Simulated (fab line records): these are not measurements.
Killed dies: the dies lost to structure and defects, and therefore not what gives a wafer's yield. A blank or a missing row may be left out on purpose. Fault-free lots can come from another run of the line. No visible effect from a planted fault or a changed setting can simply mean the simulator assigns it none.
Which of the tools did it? | flow sky130 | 12 lots, 36 wafers sampled, at 1 step of a route of 708

## WHAT THE GAUGES SHOWED, per wafer
SKY_METAL1_THK_MEAS_06: measures by xrf.
lot  | measured     | on            | METAL1_ALCU_THK (nm)
L077 | day 32 15:19 | film_metro-01 | 247.2 245.9 248.4
L076 | day 32 17:26 | film_metro-01 | 248.2 249.1 246.0
L079 | day 33 06:53 | film_metro-04 | 248.2 246.5 248.7
L081 | day 33 15:29 | film_metro-01 | 247.0 248.7 248.0
L083 | day 34 11:20 | film_metro-04 | 250.1 245.4 247.0
L085 | day 35 10:48 | film_metro-04 | 247.6 249.8 249.3
L088 | day 37 10:31 | film_metro-01 | 247.7 246.6 247.1
L090 | day 37 13:37 | film_metro-04 | 246.9 243.5 245.8
L089 | day 37 15:49 | film_metro-01 | 254.2 250.4 248.9
L093 | day 37 17:51 | film_metro-03 | 242.1 246.9 242.9
L096 | day 39 09:33 | film_metro-03 | 244.3 246.1 245.0
L097 | day 39 11:52 | film_metro-03 | 246.6 247.5 245.6

## WHAT TOOL EACH LOT RAN ON (gives the tool, then ch and the chambers of the sampled wafers, and finally the start)
Before these readings, the record contains no process step.

## THE ANSWER, worked out from the rows above alone
Rule: the usual values come from the lots themselves. The widest of any qualifying gaps counts: lots, ordered by their means at a reading, are off when they make up no more than a third of the lots, leave a main group of 4 or more, and stand apart from it by 3 or more times the standard deviation of that group's means. A main group is skipped when, at the precision printed for the reading in the tables above, its means are all equal. Also off: a lot with no number at a reading for which 4 or more lots have one. The other lots that the step has rows for count as sound.
No lot is off on any of the readings shown, so nothing can be concluded from this.

## WHAT WAS PUT IN BY THE SIMULATOR
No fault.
